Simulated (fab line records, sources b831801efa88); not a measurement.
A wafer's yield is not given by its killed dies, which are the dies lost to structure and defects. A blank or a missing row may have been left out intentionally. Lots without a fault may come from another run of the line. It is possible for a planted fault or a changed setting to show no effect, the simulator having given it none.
Matching of chambers ; flow sfq-line ; 4 sister chambers for SFQ_TRILAYER_I7_CMP_CMP_184 on cmp-02
The step polishes SiO2. 16 wafers are shown with their chamber, then 8 later ones without.

WAFERS WITH THEIR CHAMBER
wafer;chamber;motor-current-A (A);time-to-endpoint-s (s);slurry-filter-dp-kPa (kPa)
L332.1;0;11.1;204;13.52
L332.4;3;10.3;205;13.31
L332.6;3;10.7;203;13.20
L336.2;3;10.4;212;13.52
L336.4;0;10.8;227;13.40
L336.6;2;11.6;211;13.47
L338.1;1;9.7;225;13.61
L338.4;3;10.4;213;13.56
L338.5;0;11.3;226;13.32
L340.2;0;11.4;214;13.73
L340.1;3;10.8;213;13.46
L340.5;0;11.4;229;13.40
L344.3;0;11.0;217;13.42
L344.4;3;11.1;211;13.50
L344.6;3;10.8;206;13.54
L352.2;1;10.3;221;13.45

SIGNATURES, as means of the wafers listed above
reading;chamber 0;chamber 1;chamber 2;chamber 3;scatter within a chamber
motor-current-A;11.167;10.000;11.600;10.643;0.284
time-to-endpoint-s;219.50;223.00;211.00;209.00;6.95
slurry-filter-dp-kPa;13.4650;13.5300;13.4700;13.4414;0.137
Rule: a wafer lies at a distance from a chamber equal to the root of the sum of squares, over the readings, of (its reading less the chamber's mean, divided by the reading's scatter). The wafer belongs to the nearest chamber; if the next one is less than 2 further off, it can't be placed. The scatter is the square root of a quotient: the sum, over the shown wafers, of each reading's squared deviation from its chamber's mean, divided by wafers minus chambers.

WAFERS WITHOUT THEIR CHAMBER
wafer;motor-current-A (A);time-to-endpoint-s (s);slurry-filter-dp-kPa (kPa)
L352.4;11.5;221;13.38
L352.6;11.1;209;13.38
L353.1;10.7;208;13.41
L353.2;11.5;212;13.67
L353.3;11.2;216;13.71
L354.3;11.0;198;13.64
L354.4;11.3;218;13.49
L354.6;10.3;210;13.46

CHAMBER TAKEN BY EACH
wafer;from the rows above;in truth
L352.4;can't be placed: 0 or 2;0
L352.6;can't be placed: 0 or 3 or 2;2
L353.1;3;3
L353.2;can't be placed: 2 or 0 or 3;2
L353.3;can't be placed: 0 or 2 or 3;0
L354.3;can't be placed: 3 or 2 or 0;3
L354.4;can't be placed: 0 or 2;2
L354.6;can't be placed: 3 or 1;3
Correctly placed: 1 of 8. Can't be placed from these rows: 7 (the true chamber is among the candidates in 7). Placed wrongly: 0.
